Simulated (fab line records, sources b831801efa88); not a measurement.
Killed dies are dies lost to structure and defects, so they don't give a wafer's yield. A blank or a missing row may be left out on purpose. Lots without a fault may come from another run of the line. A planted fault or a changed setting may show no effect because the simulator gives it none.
fab line records | flow sky130
record lots=5 wafers=15 last_day=50
route steps=708 shown VIA1@461 PAD_OPEN@708
lots that met no fault: from a run of the same line without faults
start_h: hours from the record's first day to the start of the lot's first wafer shown | wait_h: hours since the lot's step before | " the same as in the row above | L1.1+2: a row that stands for several wafers | - no value, or no start given | * or withheld: withheld | < > ~ a bound
route shown NAME@n: a module of which the file shows steps, and the number in the route of the first | usual: mean/standard deviation of fault-free wafers | same: alike in all rows | chamber/n: place in a boat | sites: the reading at each site | _std_site: their standard deviation | _edge_site: outer sites' mean less inner sites' | radius_mm: how far each site lies from the wafer's centre | mask NAME#n: copy n | behind: the tool/chamber that last shaped the wafer | hold: why the lot was held/for how many hours/how that ended | device: the transistor (n, p or np) that didn't switch | end of line: the same wafers' tests at the end of the route | a step without rows: its recipe alone | killed: dies lost to structure and defects at the first sort, not the wafer's yield | map: a wafer's dies, x killed, . not, _ none there
set.NAME: the setting as run; set.NAME@STEP: as run at that earlier step | model.NAME: the simulator's own value behind a step, which no gauge read
lots at some steps of the route; a table a step, a row a wafer
services: from which hour (start_h, from the record's first day; less than 0 if before it) a tool's chamber was out of use, for how many hours, and why
## steps
# step SKY_VIA1_BOW_MEAS_03
# recipe mode=bow
# usual VIA1_BOW=81/6.8
# columns lot.wafer tool chamber start_h wait_h VIA1_BOW[um]
L245.2 film_metro-01 - 771.39 0.3 75
L245.4 " - " " 81
L245.6 " - " " 66
L254.2 film_metro-03 - 850.98 0.1 84
L254.5 " - " " 91
L254.6 " - " " 77
L261.2 film_metro-03 - 900.31 0.1 92
L261.4 " - " " 85
L261.6 " - " " 94
L264.1 film_metro-01 - 912.87 0.2 60
L264.3 " - " " 86
L264.6 " - " " 82
L266.1 film_metro-01 - 935.91 0.1 87
L266.2 " - " " 75
L266.4 " - " " 86
# step SKY_VIA1_DEHYDRATE_04
# recipe temp_c=200 time_s=60
# step SKY_VIA1_HMDS_05
# recipe prime_time_s=60 prime_temp_c=120
# step SKY_VIA1_COAT_06
# recipe resist=BARC temp_c=withheld time_s=withheld spin_rpm=3000 resist_thk_nm=60
# step SKY_VIA1_COAT_07
# recipe resist=KrF-thick spin_rpm=3000 resist_thk_nm=450
# step SKY_VIA1_SOFTBAKE_08
# recipe temp_c=100 time_s=90 resist=KrF-thick
# step SKY_VIA1_EXPOSE_09
# recipe mask_id=VIM na=0.8 source_shape=annular sigma_inner=0.55 sigma_outer=0.85 target_cd_nm=150 dose_mj=38
# step SKY_VIA1_PEB_10
# recipe peb_temp_c=withheld peb_time_s=withheld resist=KrF-thick
# step SKY_VIA1_DEVELOP_11
# recipe develop_time_s=60 resist=KrF-thick dev_temp_c=21
# step SKY_VIA1_CD_MEAS_12
# recipe target_cd_nm=150
# usual cd_nm=149.7/1.5
# columns lot.wafer tool chamber start_h wait_h cd_nm
L245.2 cd_sem-02 - 798.00 - 149.0
L245.4 " - " " 151.0
L245.6 " - " " 149.7
L254.2 cd_sem-01 - 876.43 - 148.6
L254.5 " - " " 148.3
L254.6 " - " " 148.4
L261.2 cd_sem-02 - 925.05 - 147.6
L261.4 " - " " 148.2
L261.6 " - " " 148.2
L264.1 cd_sem-02 - 935.81 - 147.9
L264.3 " - " " 149.9
L264.6 " - " " 149.5
L266.1 cd_sem-01 - 960.63 - 147.8
L266.2 " - " " 146.7
L266.4 " - " " 147.2
# step SKY_VIA1_OVL_MEAS_13
# usual VIA1_OVL=0/5.8
# columns lot.wafer tool chamber start_h wait_h VIA1_OVL[nm]
L245.2 overlay-01 - 798.11 0.1 -6
L245.4 " - " " 1
L245.6 " - " " 0
L254.2 overlay-02 - 876.53 0.1 12
L254.5 " - " " 1
L254.6 " - " " 15
L261.2 overlay-02 - 925.16 0.1 2
L261.4 " - " " -1
L261.6 " - " " -3
L264.1 overlay-02 - 935.93 0.1 -5
L264.3 " - " " 2
L264.6 " - " " -9
L266.1 overlay-01 - 960.75 0.1 4
L266.2 " - " " 8
L266.4 " - " " 7
# step SKY_VIA1_ETCH_14
# recipe chemistry=N2/H2 target=BARC ion_energy_ev=200 source_w=500 bias_w=100 pressure_mtorr=30 n2_flow_sccm=100 h2_flow_sccm=200 stop_on=SiO2 time_s=45.9 target_depth_a=600
# usual drypump_motor_current_A=5.8/0.51 oes_product_au=0.854/0.0052 run_length_s=74.0/0.45 throttle_valve_pct=13.225/0.0087
# columns lot.wafer tool chamber start_h wait_h drypump_motor_current_A oes_product_au rf_hours_counter_h run_length_s throttle_valve_pct
L245.2 rie_diel-03 2 798.14 0.0 5.1 0.848 13 74.4 13.229
L245.4 " 1 " " 5.4 0.860 - 73.2 13.224
L245.6 " 2 " " 5.1 0.856 - 74.5 13.226
L254.2 rie_diel-03 3 876.56 0.0 6.4 0.861 4 73.5 13.225
L254.5 " 0 " " 5.8 0.867 - 74.5 13.231
L254.6 " 1 " " 5.4 0.851 - 73.4 13.218
L261.2 rie_diel-03 2 925.19 0.0 5.1 0.849 17 74.1 13.221
L261.4 " 1 " " 5.4 0.861 8 73.3 13.231
L261.6 " 3 " " 6.4 0.851 - 73.0 13.236
L264.1 rie_diel-04 2 935.96 0.0 5.5 0.860 17 74.4 13.221
L264.3 " 0 " " 6.2 0.856 8 74.1 13.213
L264.6 " 2 " " 5.6 0.855 - 74.1 13.237
L266.1 rie_diel-02 1 960.79 0.0 5.8 0.858 18 74.5 13.224
L266.2 " 2 " " 6.3 0.849 6 74.1 13.227
L266.4 " 3 " " 6.4 0.863 25 74.3 13.237
# step SKY_VIA1_ETCH_15
# recipe target=SiO2 chemistry=C4F8/O2/Ar target_depth_nm=351 stop_on=TiN mask_material=KrF-thick source_w=1500 bias_w=1200 pressure_mtorr=40 c4f8_flow_sccm=withheld O2_flow_sccm=6 Ar_flow_sccm=300 time_s=54
# usual oes_product_au=0.981/0.0058 run_length_s=82.1/0.47
# columns lot.wafer tool chamber start_h wait_h oes_product_au rf_hours_counter_h run_length_s model.etch.depth_nm model.VIA1.feature_depth_nm model.KrF-thick_of_VIA1_COAT_07.thk_nm
L245.2 rie_diel-03 2 798.18 0.0 0.988 13 83.1 346.6 346.6 320.4
L245.4 " 1 " " 0.972 - 81.6 345.5 345.5 324.9
L245.6 " 2 " " 0.979 - 82.3 345.9 345.9 319.8
L254.2 rie_diel-03 3 876.60 0.0 0.991 4 81.9 346.2 346.2 322
L254.5 " 0 " " 0.985 - 82.5 344.7 344.7 321.5
L254.6 " 1 " " 0.987 - 81.9 346.5 346.5 322.2
L261.2 rie_diel-03 2 925.23 0.0 0.980 17 82.4 343.5 343.5 321.2
L261.4 " 1 " " 0.972 8 81.3 344.9 344.9 322.9
L261.6 " 3 " " 0.990 - 78.2 328.5 328.5 328.1
L264.1 rie_diel-04 2 936.01 0.0 0.989 17 82.1 346.5 346.5 321.9
L264.3 " 0 " " 0.992 8 81.8 346.5 346.5 320.1
L264.6 " 2 " " 0.975 - 82.2 345.1 345.1 321.9
L266.1 rie_diel-02 1 960.83 0.0 0.963 18 82.3 344.9 344.9 323.7
L266.2 " 2 " " 0.977 6 82.4 344.9 344.9 321.6
L266.4 " 3 " " 0.987 25 82.7 346 346 323
# step SKY_VIA1_STRIP_16
# recipe chemistry=O2/N2 power_w=1400 pressure_mtorr=1500 platen_temp_c=withheld o2_flow_sccm=3000 n2_flow_sccm=300 overash_fraction=0.5
# usual drypump_motor_current_A=5.7/0.33 o2_flow_sccm=3001/8.9 oes_product_au=0.416/0.0046 strip_time_to_endpoint_s=4.461/0.023
# columns lot.wafer tool chamber start_h wait_h drypump_motor_current_A o2_flow_sccm oes_product_au rf_hours_counter_h strip_time_to_endpoint_s
L245.2 plasma_asher-04 0 798.23 0.0 5.0 2996 0.413 96 4.425
L245.4 " 0 " " 4.9 3008 0.418 - 4.477
L245.6 " 1 " " 5.9 3014 0.413 - 4.433
L254.2 plasma_asher-04 1 876.65 0.0 5.8 3009 0.419 103 4.446
L254.5 " 1 " " 5.9 3000 0.418 - 4.444
L254.6 " 0 " " 5.0 3009 0.416 - 4.446
L261.2 plasma_asher-04 1 925.28 0.0 5.9 3007 0.426 108 4.454
L261.4 " 0 " " 5.0 3004 0.418 - 4.456
L261.6 " 1 " " 5.9 3009 0.409 - 4.504
L264.1 plasma_asher-01 1 936.05 0.0 5.8 2991 0.408 77 4.447
L264.3 " 1 " " 5.8 2989 0.420 - 4.426
L264.6 " 0 " " 5.3 2993 0.424 - 4.448
L266.1 plasma_asher-03 1 960.88 0.0 6.0 2996 0.409 55 4.461
L266.2 " 0 " " 5.7 3003 0.413 55 4.449
L266.4 " 1 " " 6.0 3004 0.412 - 4.456
# step SKY_PAD_OPEN_PROBE_99
# usual defect_limited_yield=82.5/1.8 killed_at_M0_to_M3=43/6.5 killed_at_M4_up=3.1/1.8 killed_at_contacts=24/4.8 killed_at_front_end=15/4.7 killed_at_other=0.3/0.58 killed_dies=86/8.6 killed_open=47/6.7 killed_short=39/6.1 sort_bin_3_pad_short=0.8/0.38 sort_bin_5_function=10.4/1.3 sort_bin_6_memory=6.2/1.1 sort_n_pass=406/8.6 sort_yield_pct=82.5/1.8
# same gross_dies=492 killed_at_back_side=0 sort_bin_4_leakage[%]=0 sort_bin_8_speed[%]=0
# columns lot.wafer tool chamber start_h wait_h defect_limited_yield[%] killed_at_M0_to_M3 killed_at_M4_up killed_at_contacts killed_at_front_end killed_at_other killed_dies killed_open killed_short sort_bin_3_pad_short[%] sort_bin_5_function[%] sort_bin_6_memory[%] sort_n_pass sort_yield_pct[%]
L245.2 prober-01 - 1078.45 0.1 82.1 40 1 23 23 1 88 47 41 1.2 9.8 6.9 404 82.1
L245.4 prober-01 - 1078.55 0.2 81.1 50 2 25 15 1 93 48 45 0.6 12.0 6.3 399 81.1
L245.6 prober-01 - 1078.65 0.2 82.1 43 2 27 16 0 88 50 38 0.4 10.4 7.1 404 82.1
L254.2 prober-01 - 1137.48 0.1 82.1 43 3 15 26 1 88 48 40 0.4 11.0 6.5 404 82.1
L254.5 prober-01 - 1137.63 0.2 83.1 38 1 23 20 1 83 45 38 0.6 10.2 6.1 409 83.1
L254.6 prober-01 - 1137.68 0.2 83.3 47 0 22 13 0 82 51 31 0.6 10.6 5.5 410 83.3
L261.2 prober-02 - 1177.05 0.1 84.3 40 3 24 10 0 77 43 34 0.6 10.2 4.9 415 84.3
L261.4 prober-02 - 1177.15 0.2 82.5 38 2 29 17 0 86 52 34 0.2 12.4 4.9 406 82.5
L261.6 prober-02 - 1177.25 0.2 83.1 43 6 24 9 1 83 36 47 0.6 10.2 6.1 409 83.1
L264.1 prober-01 - 1184.97 0.1 78.7 52 7 26 20 0 105 50 55 1.4 11.8 8.1 387 78.7
L264.3 prober-01 - 1185.07 0.2 82.3 51 2 21 13 0 87 50 37 1.0 8.9 7.7 405 82.3
L264.6 prober-01 - 1185.22 0.2 80.3 57 3 27 10 0 97 59 38 1.2 11.2 7.3 395 80.3
L266.1 prober-01 - 1200.19 0.1 84.1 37 3 22 16 0 78 42 36 0.6 10.0 5.3 414 84.1
L266.2 prober-01 - 1200.24 0.1 84.6 34 1 23 18 0 76 39 37 1.0 8.9 5.5 416 84.6
L266.4 prober-01 - 1200.34 0.2 82.9 44 1 24 15 0 84 46 38 0.6 8.7 7.7 408 82.9
# killed by level:class
L245.2 CONTACT:geometric_particle:open=10 FIELD_ISO:geometric_particle:open=8 VIA1:geometric_particle:open=7 POLY_GATE:geometric_particle:short=6 METAL1:geometric_particle:short=6 VIA3:geometric_particle:open=6 FIELD_ISO:geometric_particle:short=5 LI_CONTACT:geometric_particle:open=5
L245.4 VIA1:geometric_particle:open=14 LI_CONTACT:geometric_particle:open=10 CONTACT:geometric_particle:open=9 VIA1:geometric_particle:short=8 POLY_GATE:geometric_particle:short=6 METAL1:geometric_particle:short=6 VIA2:geometric_particle:open=6 FIELD_ISO:geometric_particle:short=5
L245.6 CONTACT:geometric_particle:open=11 VIA1:geometric_particle:open=11 VIA2:geometric_particle:open=7 CONTACT:geometric_particle:short=6 VIA3:geometric_particle:open=6 POLY_GATE:geometric_particle:open=5 LI_CONTACT:geometric_particle:short=4 LOCAL_INTERCONNECT:geometric_particle:short=4
L254.2 VIA1:geometric_particle:open=9 FIELD_ISO:geometric_particle:short=8 VIA2:geometric_particle:open=7 CONTACT:geometric_particle:open=6 METAL3:geometric_particle:short=6 VIA1:geometric_particle:short=5 VIA3:geometric_particle:open=5 FIELD_ISO:geometric_particle:open=4
L254.5 VIA1:geometric_particle:open=13 CONTACT:geometric_particle:open=8 LI_CONTACT:geometric_particle:open=5 LOCAL_INTERCONNECT:geometric_particle:short=5 METAL2:geometric_particle:short=5 FIELD_ISO:geometric_particle:short=4 FIELD_ISO:geometric_particle:open=4 POLY_GATE:geometric_particle:short=4
L254.6 CONTACT:geometric_particle:open=10 VIA1:geometric_particle:open=10 VIA2:geometric_particle:open=8 LI_CONTACT:geometric_particle:open=6 METAL1:geometric_particle:short=6 METAL2:geometric_particle:short=6 VIA3:geometric_particle:open=6 VIA1:geometric_particle:short=5
L261.2 VIA1:geometric_particle:open=16 CONTACT:geometric_particle:open=10 METAL2:geometric_particle:short=7 LOCAL_INTERCONNECT:geometric_particle:short=5 FIELD_ISO:geometric_particle:open=4 CONTACT:geometric_particle:short=4 METAL3:geometric_particle:short=4 VIA3:geometric_particle:open=4
L261.4 LI_CONTACT:geometric_particle:open=10 VIA1:geometric_particle:open=10 POLY_GATE:geometric_particle:open=7 CONTACT:geometric_particle:open=6 LI_CONTACT:geometric_particle:short=5 METAL1:geometric_particle:open=5 VIA2:geometric_particle:open=4 LOCAL_INTERCONNECT:geometric_particle:short=4
L261.6 METAL2:geometric_particle:short=9 CONTACT:geometric_particle:open=8 VIA3:geometric_particle:open=8 METAL1:geometric_particle:short=7 METAL4:geometric_particle:short=5 LOCAL_INTERCONNECT:geometric_particle:short=5 VIA1:geometric_particle:open=5 VIA2:geometric_particle:open=4
L264.1 VIA1:geometric_particle:open=11 POLY_GATE:geometric_particle:short=8 CONTACT:geometric_particle:short=8 LI_CONTACT:geometric_particle:open=7 VIA3:geometric_particle:open=7 VIA1:geometric_particle:short=6 METAL2:geometric_particle:short=6 VIA2:geometric_particle:open=6
L264.3 VIA1:geometric_particle:open=16 VIA2:geometric_particle:open=9 LI_CONTACT:geometric_particle:short=5 CONTACT:geometric_particle:open=5 VIA2:geometric_particle:short=5 VIA3:geometric_particle:open=5 CONTACT:geometric_particle:short=4 VIA1:geometric_particle:short=4
L264.6 VIA3:geometric_particle:open=11 CONTACT:geometric_particle:open=10 VIA1:geometric_particle:open=10 VIA2:geometric_particle:open=9 LI_CONTACT:geometric_particle:open=8 METAL1:geometric_particle:short=7 LOCAL_INTERCONNECT:geometric_particle:short=5 VIA1:geometric_particle:short=5
L266.1 VIA1:geometric_particle:open=8 POLY_GATE:geometric_particle:open=7 VIA2:geometric_particle:open=7 CONTACT:geometric_particle:short=6 CONTACT:geometric_particle:open=6 VIA1:geometric_particle:short=6 VIA3:geometric_particle:open=6 LI_CONTACT:geometric_particle:open=5
L266.2 POLY_GATE:geometric_particle:open=8 VIA1:geometric_particle:open=8 CONTACT:geometric_particle:short=6 METAL2:geometric_particle:short=6 VIA2:geometric_particle:open=6 LI_CONTACT:geometric_particle:open=5 VIA3:geometric_particle:short=4 LI_CONTACT:geometric_particle:short=4
L266.4 CONTACT:geometric_particle:open=9 VIA2:geometric_particle:open=8 VIA1:geometric_particle:open=8 METAL2:geometric_particle:short=8 LI_CONTACT:geometric_particle:open=6 VIA3:geometric_particle:open=5 POLY_GATE:geometric_particle:open=4 LOCAL_INTERCONNECT:geometric_particle:short=4
## services
# columns tool chamber start_h hours kind
rie_diel-03 0 789.49 15.7 repair
rie_diel-03 2 844.41 4.7 repair
rie_diel-03 3 853.12 3.4 repair
rie_diel-02 - 855.19 0.4 repair
plasma_asher-04 - 863.47 1.0 repair
rie_diel-04 3 866.94 5.2 repair
rie_diel-02 3 900.27 12.8 repair
rie_diel-04 - 919.36 14.6 pm
plasma_asher-01 - 928.51 3.1 repair
rie_diel-04 1 936.10 18.6 repair
rie_diel-04 3 940.46 3.5 repair
rie_diel-04 - 945.68 10.7 repair
rie_diel-02 3 950.20 2.3 repair
## key
first_sign step=SKY_VIA1_ETCH_15 reading=run_length_s direction=down sigmas=8.5 usual=* struck=*
effect none on later readings
model_effect step=SKY_VIA1_ETCH_15 value=etch.depth_nm without=344.5 struck=328.5
met_at SKY_VIA1_ETCH_15
struck_wafers L261.6
onset_between 876.60 925.23
fault kind=process_parameter_drift tool=rie_diel-03 chamber=3 onset_h=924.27 steps=SKY_VIA1_ETCH_15 channel=time_s offset=* shape=step end_h=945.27 acts_in=* stated=*
